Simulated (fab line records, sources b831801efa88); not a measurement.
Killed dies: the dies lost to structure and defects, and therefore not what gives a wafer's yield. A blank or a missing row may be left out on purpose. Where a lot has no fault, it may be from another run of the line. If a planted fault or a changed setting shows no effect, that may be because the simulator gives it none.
8D (eight disciplines) problem report, filled in by code	flow sky130	the parts of the form that need people (team, actions taken, sign-off) are left out

1. PROBLEM STATEMENT
SKY_FIELD_ISO_ETCH_17, bias w: mean 217.7 W over 1 wafer from 1 lot; wafers with no fault: 150.0 W, standard deviation 0.45. So: +99 or more standard deviations from the usual mean.
The step: etches Si in HBr/Cl2/O2, target depth 342 nm, time 97.7 s.
The first sign was on wafer L382.4 at day 4 14:32, on rie si-01. Wafers with a number at this step in the record: 36, from 12 lots. The rule behind "out" and "out of limits": a value lying over 4 standard deviations away from the usual mean. The rest of the wafers with a number are treated as sound.

2. WHAT IT IS, WHAT IT ISN'T
question	is	is not
which readings at this step	bias w, oes product au	drypump motor current A
which lots	L382	L371, L372, L373, L374, L375, L385, L388, L389, L391, L392, L394
which wafers of those lots	L382.4	L382.1, L382.6
read on which tools	rie si-01	rie si-02
when	from day 4 14:32	up to then (17 sound wafers); but 18 sound wafers of L385, L388, L389, L391, L392, L394 came after

3. THE SUSPECTS, EACH WITH WHAT RULES IT OUT
Counting: a tool at a process step up to the reading stays a suspect if it ran every lot that is out. Sound lots after the first of them don't rule it out here, since some wafers of a struck lot are sound.
- rie si-01 at SKY_FIELD_ISO_ETCH_17 (etches Si in HBr/Cl2/O2, target depth 342 nm, time 97.7 s): kept. It ran the lot that is out, L382 (day 4 14:32); its last sound lot up to then is L375 (day 3 03:25). On those wafers its own readings are out: bias w, oes product au.
- At SKY_FIELD_ISO_ETCH_17, inside rie si-01: chamber 3 took the wafers that are out, while their sound lot-mates went through chambers 1, 2.
Left after counting: rie si-01 at SKY_FIELD_ISO_ETCH_17.

4. THE CAUSE (what the simulator had put in)
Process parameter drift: rie si-01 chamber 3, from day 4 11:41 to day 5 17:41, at SKY_FIELD_ISO_ETCH_17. Setting bias w shifted by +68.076 from 150. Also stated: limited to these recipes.
This tool alone remained once counting was done.

5. THE EFFECT CHAIN, in route order
Rows list readings where the struck wafers' mean (over those with a number) sits beyond 3 standard deviations from the usual. Readings are gone through only where the record gives a usual standard deviation; hours: the median, over the lots, of the time from a lot's start at the first step in this table giving one to that lot's start at this step; sigmas: the change measured in usual standard deviations.
hours	step	reading	usual	on struck wafers	change	sigmas
0	SKY_FIELD_ISO_ETCH_17	bias w	150.0 W	217.7	+67.7	+99 or more
0	SKY_FIELD_ISO_ETCH_17	oes product au	0.998 a.u.	1.050	+0.052	+5.8
It contains these process steps:
- SKY_FIELD_ISO_ETCH_17: etches Si in HBr/Cl2/O2, target depth 342 nm, time 97.7 s.
At these later measuring or inspecting steps, every struck wafer for which the step has a row has a number for every such reading, and none has moved that far: SKY_NWELL_RS_MEAS_31, SKY_VT_ADJUST_HVTP_OVL_MEAS_08.

6. HOW IT WOULD HAVE BEEN CAUGHT EARLIER
In this record no reading fell out of limits until day 4 14:32, 3 hours after the fault had begun at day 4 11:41.
